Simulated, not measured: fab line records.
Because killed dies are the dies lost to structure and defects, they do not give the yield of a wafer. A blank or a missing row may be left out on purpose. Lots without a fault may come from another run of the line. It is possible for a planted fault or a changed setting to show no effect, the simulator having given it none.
Struck lot and sound lot, side by side / flow sky130 / 13 out of 708 route steps
Sound: wafers L109.4, L109.5, L109.6. The struck wafers were L118.1, L118.3, L118.6. The cause is given at the end.
Per side, at each step with rows, come the tool, then ch with its chambers, and then its first start. Under that, the readings that differ: sound wafers / struck wafers / difference of the means / sigmas: that difference in standard deviations of wafers without a fault.
alike: readings whose means differ by less than 2 such deviations, and words and numbers that are the same on both sides. not compared: withheld readings, readings that some wafer has no value for, bounds like >300 that may hide the same value, and numbers for which the record gives no deviation and whose values overlap.
Wherever a step has rows on one side only, a row that says differs or no value, or a row with sigmas, the two part there. Numbers that have no deviation but don't overlap get no sigmas and don't part them. A reading missing from all wafers of one side parts the sides only when that side holds two or more wafers.

first, 5 steps without rows for these wafers: SKY_SONOS_TUNNEL_COAT_02 (resist thk 1140 nm); SKY_SONOS_TUNNEL_SOFTBAKE_03 (time 60 s); SKY_SONOS_TUNNEL_EXPOSE_04 (exposes mask TUNM, target cd 410 nm); SKY_SONOS_TUNNEL_PEB_05; SKY_SONOS_TUNNEL_DEVELOP_06 (develop time 60 s).
SKY_SONOS_TUNNEL_CD_MEAS_07 targets a cd of 410 nm.
  struck on cd-sem-02, day 11 15:02; sound on cd-sem-01, day 9 09:19
reading=cd-nm (nm); sound=406.8 407.0 406.7; struck=410.7 410.3 413.9; difference=+4.8; sigmas=+2
SKY_SONOS_TUNNEL_OVL_MEAS_08:
  struck on overlay-02, day 11 15:10; sound on overlay-02, day 9 09:24
  alike: SONOS_TUNNEL_OVL
then, 3 steps without rows for these wafers: SKY_SONOS_TUNNEL_IMPLANT_09; SKY_SONOS_TUNNEL_WET_ETCH_10 (etches SiO2 in dHF, target depth 14 nm, time 280 s); SKY_SONOS_TUNNEL_STRIP_11 (strips in SPM, time 600 s).
SKY_SONOS_TUNNEL_TW_MEAS_12:
  struck on film-metro-02, day 11 15:37; sound on film-metro-03, day 9 09:52
reading=SONOS_TUNNEL_TW; sound=200.2 198.8 200.2; struck=196.3 195.1 194.8; difference=-4.3; sigmas=-2
then, 1 step without rows for these wafers: SKY_SONOS_TUNNEL_CLEAN_13 (cleans in dHF, time 20 s).
SKY_SONOS_ONO_OXIDATION_00: stabilise 600 s, purge 300 s, target thk 2.6 nm.
  sound on furnace-01 ch 0, day 9 09:55; struck on furnace-01, day 11 19:32
  no value came back on the struck wafers for ox-temp-c (C), ox-temp-c-max, zone-power-upper-pct (%); on the sound wafers ox-temp-c (C) reads 800.1 800.1 800.0

WHERE THEY PART
Earliest at SKY_SONOS_TUNNEL_CD_MEAS_07; latest, in this record, at SKY_SONOS_ONO_OXIDATION_00.

WHY: whatever the simulator had introduced
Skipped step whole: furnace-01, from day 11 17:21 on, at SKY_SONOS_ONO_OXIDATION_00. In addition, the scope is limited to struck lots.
